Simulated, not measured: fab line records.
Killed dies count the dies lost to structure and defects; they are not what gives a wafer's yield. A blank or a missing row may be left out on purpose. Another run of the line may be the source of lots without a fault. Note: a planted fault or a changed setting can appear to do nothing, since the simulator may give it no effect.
What tool caused it? :: flow gf180mcu :: 6 lots with 18 wafers sampled at 4 steps, on a route of 602 steps

== WHAT EACH GAUGE READ, for each wafer ==
GF_VT_IMPLANT_RS_MEAS_49: a four-point-probe measurement.
lot: L171
measured: day 8 01:07
on: film_metro-01
MVPSD_RS (ohm/sq): 1163.8 1163.5 1163.7

lot: L175
measured: day 9 03:55
on: film_metro-01
MVPSD_RS (ohm/sq): 1168.4 1168.0 1169.0

lot: L180
measured: day 11 00:03
on: film_metro-01
MVPSD_RS (ohm/sq): 1092.8 1090.3 1091.5

lot: L183
measured: day 11 17:47
on: film_metro-01
MVPSD_RS (ohm/sq): 1167.1 1169.2 1167.8

lot: L186
measured: day 12 17:16
on: film_metro-01
MVPSD_RS (ohm/sq): 1169.5 1169.3 1169.7

lot: L191
measured: day 13 16:20
on: film_metro-01
MVPSD_RS (ohm/sq): 1168.3 1165.7 1168.4

== WHAT TOOL EACH LOT RAN ON (gives the tool, then ch and the chambers of the sampled wafers, and finally the start) ==
lot: L171
GF_DNWELL_STRIP_08: plasma_asher-02 ch 0,1, day 3 05:19
GF_LVPWELL_STRIP_10: plasma_asher-01 ch 0,1, day 4 08:03
GF_MVPSD_IMPLANT_09: implanter-04 ch 0, day 5 10:51

lot: L175
GF_DNWELL_STRIP_08: plasma_asher-02 ch 0,1, day 4 01:50
GF_LVPWELL_STRIP_10: plasma_asher-01 ch 0,1, day 5 05:50
GF_MVPSD_IMPLANT_09: implanter-01 ch 0, day 6 11:19

lot: L180
GF_DNWELL_STRIP_08: plasma_asher-02 ch 1, day 5 12:38
GF_LVPWELL_STRIP_10: plasma_asher-03 ch 0,1, day 6 19:42
GF_MVPSD_IMPLANT_09: implanter-01 ch 0, day 8 03:35

lot: L183
GF_DNWELL_STRIP_08: plasma_asher-01 ch 0, day 6 02:59
GF_LVPWELL_STRIP_10: plasma_asher-01 ch 0,1, day 7 10:51
GF_MVPSD_IMPLANT_09: implanter-02 ch 0, day 8 18:42

lot: L186
GF_DNWELL_STRIP_08: plasma_asher-02 ch 0,1, day 6 21:02
GF_LVPWELL_STRIP_10: plasma_asher-03 ch 0,1, day 8 05:26
GF_MVPSD_IMPLANT_09: implanter-02 ch 0, day 9 14:35

lot: L191
GF_DNWELL_STRIP_08: plasma_asher-02 ch 0,1, day 7 16:20
GF_LVPWELL_STRIP_10: plasma_asher-03 ch 0,1, day 9 00:43
GF_MVPSD_IMPLANT_09: implanter-02 ch 0, day 10 10:38
- GF_DNWELL_STRIP_08: strips in O2/N2.
- GF_LVPWELL_STRIP_10: strips in O2/N2.
- GF_MVPSD_IMPLANT_09

== THE ANSWER, worked out from the rows above alone ==
Rule: the lots themselves supply what counts as usual. Put in order of their means at a reading, lots are off if they are a third of the lots or fewer, leave a main group of 4 or more, and stand apart from it by a gap of 3 or more times the standard deviation of the main group's means; of several such gaps the widest counts. Not used: any main group whose means are identical at the precision the tables above print for the reading. A lot without any number at a reading at which 4 lots or more have one is off too. All remaining lots with rows at the step are treated as sound.
Off: L180, at GF_VT_IMPLANT_RS_MEAS_49 (MVPSD_RS). Mean 1167.4 ohm/sq and standard deviation 2 in the main group.
A tool fits if, at a process step before that reading, it ran every lot that is off, and no sound lot after the first of them. The gauges at GF_VT_IMPLANT_RS_MEAS_49 are tried like those tools. One candidate fits, namely implanter-01 at GF_MVPSD_IMPLANT_09. Its last sound lot is L175 (day 6 11:19), its first lot that is off L180 (day 8 03:35): a fault that began between those two fits.

== WHAT THE SIMULATOR PUT IN ==
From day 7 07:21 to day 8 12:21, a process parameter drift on implanter-01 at GF_MVPSD_IMPLANT_09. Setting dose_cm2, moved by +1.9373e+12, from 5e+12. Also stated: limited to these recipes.
Lots struck among those shown: L180. Same finding as the rule above.
